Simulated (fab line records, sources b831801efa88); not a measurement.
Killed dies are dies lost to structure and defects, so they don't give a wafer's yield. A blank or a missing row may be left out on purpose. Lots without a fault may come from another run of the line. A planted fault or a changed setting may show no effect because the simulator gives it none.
Which tool did it? | flow sky130 | 14 lots, 41 wafers sampled, at 2 steps of a route of 708

WHAT THE GAUGES READ, wafer by wafer
SKY_SD_N_RS_MEAS_17: measures by four-point-probe. Usual: SD_P_RS 147.3 ohm/sq, standard deviation 0.39.
lot  | measured     | on            | SD_P_RS (ohm/sq)  | flag
L668 | day 28 04:10 | film_metro-03 | 147.0 147.2 147.4 |
L669 | day 28 14:10 | film_metro-04 | 147.5 147.3 147.9 |
L670 | day 29 06:43 | film_metro-02 | 147.1 147.0 146.5 |
L672 | day 29 12:49 | film_metro-02 | 147.3 147.5 147.1 |
L674 | day 30 06:40 | film_metro-04 | 147.1 147.0 146.9 |
L676 | day 31 02:32 | film_metro-04 | 148.0 147.9 147.4 |
L677 | day 31 12:36 | film_metro-04 | 146.9 147.1 147.1 |
L678 | day 31 19:37 | film_metro-03 | 146.9 146.9 147.0 |
L679 | day 32 06:39 | film_metro-02 | 146.6 147.1 146.3 |
L681 | day 32 13:48 | film_metro-04 | 147.0 147.5 147.0 |
L682 | day 32 16:48 | film_metro-02 | 147.4 147.0 147.0 |
L683 | day 33 00:34 | film_metro-02 | 146.8 146.4 146.2 |
L685 | day 33 19:46 | film_metro-04 | 147.0 147.7       |
L687 | day 34 10:25 | film_metro-04 | 147.5 147.9 147.6 |

SKY_SD_N_RS_MEAS_18: measures by four-point-probe. Usual: RES_XHIGH_RS 333.7 ohm/sq, standard deviation 1.3.
lot  | measured     | on            | RES_XHIGH_RS (ohm/sq) | flag
L668 | day 28 04:17 | film_metro-03 | 334.0 335.0 334.7     |
L669 | day 28 14:17 | film_metro-04 | 334.1 334.1 332.2     |
L670 | day 29 06:50 | film_metro-02 | 334.6 334.2 333.0     |
L672 | day 29 12:56 | film_metro-02 | 336.1 335.9 336.0     |
L674 | day 30 06:47 | film_metro-04 | 333.0 332.0 334.6     |
L676 | day 31 02:40 | film_metro-04 | 334.1 334.9 333.2     |
L677 | day 31 12:43 | film_metro-04 | 332.7 332.9 332.1     |
L678 | day 31 19:44 | film_metro-03 | 333.0 334.6 333.0     |
L679 | day 32 06:46 | film_metro-02 | 332.4 333.1 331.7     |
L681 | day 32 13:55 | film_metro-04 | 334.9 335.0 334.8     |
L682 | day 32 16:55 | film_metro-02 | 333.1 331.9 332.4     |
L683 | day 33 00:41 | film_metro-02 | 333.5 333.7 334.0     |
L685 | day 33 19:53 | film_metro-04 | 335.8 336.0           |
L687 | day 34 10:32 | film_metro-04 | 335.3 333.9 335.5     |

WHICH TOOL RAN EACH LOT (tool, then ch and the chambers of the sampled wafers, then the start)
The record holds no process step before these readings.

WHAT THE TOOLS THEMSELVES READ (means of the sampled wafers that have a number; where no wafer has one, the mark that the record gives instead)
The record holds no such reading with a usual standard deviation.

THE ANSWER, worked out from the rows above alone
Rule: a lot is off if the mean of its wafers that have a number lies more than 3 standard deviations from the usual mean. A lot without any number at a reading at which 4 lots or more have one is off too. The other lots that the step has rows for count as sound. The gauges are gone through in route order, then the tools' own readings, and for those a lot's mean is taken as printed above. The first step at which some lot is off is used, and at that step the reading that is off furthest; a lot without a number counts as furthest.
No lot is off at any reading shown: from this, nothing can be told.

WHAT THE SIMULATOR HAD PUT IN
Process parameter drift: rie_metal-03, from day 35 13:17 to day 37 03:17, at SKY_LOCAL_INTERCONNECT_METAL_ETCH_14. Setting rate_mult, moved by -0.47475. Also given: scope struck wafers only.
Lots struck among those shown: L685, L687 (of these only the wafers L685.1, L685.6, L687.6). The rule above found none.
